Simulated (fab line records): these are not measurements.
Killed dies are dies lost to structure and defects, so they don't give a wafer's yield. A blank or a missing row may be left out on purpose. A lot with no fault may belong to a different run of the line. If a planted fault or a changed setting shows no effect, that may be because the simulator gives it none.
Which of the tools did it? -- flow sky130 -- 7 lots (21 wafers sampled), 1 step of a 708-step route

## WHAT THE GAUGES SHOWED, per wafer
SKY_METAL3_CD_MEAS_13: the cd target is 300 nm.
lot,measured,on,cd nm (nm)
L696,day 38 08:34,cd sem-01,301.2 300.6 301.0
L701,day 43 02:04,cd sem-02,301.1 299.5 298.7
L707,day 43 03:48,cd sem-02,302.7 301.5 302.6
L710,day 43 06:59,cd sem-02,298.6 298.9 299.6
L712,day 43 10:21,cd sem-01,299.1 298.2 300.4
L714,day 43 11:51,cd sem-02,299.6 301.8 301.0
L716,day 43 21:22,cd sem-01,300.7 301.5 300.6

## EACH LOT AND THE TOOL THAT RAN IT (in order: tool; ch and the chambers of the sampled wafers; start)
Record: no process step prior to these readings.

## THE ANSWER, worked out from the rows above alone
Rule: what is usual is taken from the lots themselves. The widest of any qualifying gaps counts: lots, ordered by their means at a reading, are off when they make up no more than a third of the lots, leave a main group of 4 or more, and stand apart from it by 3 or more times the standard deviation of that group's means. Not used: any main group whose means are identical at the precision the tables above print for the reading. A lot without any number at a reading at which 4 lots or more have one is off too. Any other lot the step has rows for is counted as sound.
Nothing can be told from this: no lot is off at any reading shown.

## WHAT WAS PUT IN BY THE SIMULATOR
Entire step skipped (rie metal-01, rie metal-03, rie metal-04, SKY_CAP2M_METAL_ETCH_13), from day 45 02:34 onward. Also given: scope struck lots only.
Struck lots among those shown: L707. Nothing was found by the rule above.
